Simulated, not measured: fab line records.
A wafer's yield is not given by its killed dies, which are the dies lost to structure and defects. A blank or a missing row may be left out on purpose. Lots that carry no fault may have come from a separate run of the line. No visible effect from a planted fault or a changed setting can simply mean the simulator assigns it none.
Problem report in the 8D (eight disciplines) form, filled by code + flow sky130 + the parts of the form that need people (team, actions taken, sign-off) are left out

1. WHAT WENT WRONG
Across 6 wafers from 2 lots, LI_CONTACT_W_RS at SKY_LI_CONTACT_RS_MEAS_22 averages 0.2340 ohm/sq, while fault-free wafers read 0.2686 ohm/sq with a standard deviation of 0.0026. That is -13 standard deviations from the usual mean.
The step: measures by four-point-probe.
First seen on wafer L129.2, day 32 00:03, on film metro-01. The record has a number at this step for 33 wafers belonging to 11 lots. Rule for "out", or "out of limits": more than 4 standard deviations from the usual mean. The other wafers with a number count as sound.

2. WHAT IT IS AND WHAT IT IS NOT
| question                    | is                           | is not                                                                                                  |
|-----------------------------|------------------------------|---------------------------------------------------------------------------------------------------------|
| which readings at this step | LI_CONTACT_W_RS              | -                                                                                                       |
| which lots                  | L129, L130                   | L122, L123, L133, L138, L140, L141, L142, L143, L144                                                    |
| which wafers of those lots  | all that have a number       | -                                                                                                       |
| read on which gauges        | film metro-01, film metro-02 | film metro-04                                                                                           |
| when                        | from day 32 00:03            | up to then (6 sound wafers); but 21 sound wafers of L133, L138, L140, L141, L142, L143, L144 came after |

3. SUSPECTS, AND WHAT RULES EACH OUT
Counting: a tool at any process step up to the reading remains a suspect when it ran all the lots that are out and ran no sound lot after the first of those.
- the gauge at SKY_LI_CONTACT_RS_MEAS_22 is ruled out. Those wafers that are out were read across 2 gauges (film metro-01, film metro-02).
- cvd w-02 at SKY_LI_CONTACT_CVD_21 (deposits W, target thk 400 nm, time 120.56 s): ruled out as a lasting fault. After its first lot that is out, L129 (day 31 23:54), sound lots L141, L142, L143, L144 ran on it.
Left after counting: nothing in the record.

4. THE CAUSE (what the simulator had put in)
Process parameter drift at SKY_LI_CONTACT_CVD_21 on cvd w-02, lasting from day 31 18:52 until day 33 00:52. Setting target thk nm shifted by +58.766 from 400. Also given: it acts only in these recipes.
Counting ruled it out, wrongly: the rule takes a fault to strike every lot that its tool runs from its start on, and this one did not.

5. SEQUENCE OF EFFECTS, ordered by route
One row per reading whose mean, taken over the struck wafers that have a number, lies over 3 standard deviations from the usual. Only readings whose record carries a usual standard deviation are examined. hours: median over the lots of the time between each lot's start at the first step of this table that gives one and its start at this step. sigmas: the change, counted in usual standard deviations.
| hours | step                       | reading            | usual         | on struck wafers | change  | sigmas |
|-------|----------------------------|--------------------|---------------|------------------|---------|--------|
| 0     | SKY_LI_CONTACT_RS_MEAS_22  | LI_CONTACT_W_RS    | 0.2686 ohm/sq | 0.2340           | -0.0346 | -13    |
| 0     | SKY_LI_CONTACT_THK_MEAS_23 | LI_CONTACT_W_THK   | 424 nm        | 487              | +63     | +8.4   |
| 0     | SKY_LI_CONTACT_CMP_24      | time to endpoint s | 103 s         | 114              | +11     | +3.5   |
Here are the process steps it includes:
- SKY_LI_CONTACT_CMP_24: polishes, stops on PSG, t overpolish 20 s, target thk 0 nm.
At these later measuring or inspecting steps, every struck wafer for which the step has a row has a number for every such reading, and none has moved that far: SKY_LOCAL_INTERCONNECT_THK_MEAS_02.

6. WHAT WOULD HAVE CAUGHT IT SOONER
Counted from the fault's start at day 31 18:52, it took 5 hours until the first out-of-limits reading at a measuring or inspecting step in this record, taken at day 32 00:03.
An alarm limit of 4 standard deviations would not have fired on the tool readings at SKY_LI_CONTACT_CVD_21 for which the record gives a usual standard deviation, since none of them was out on any struck wafer.
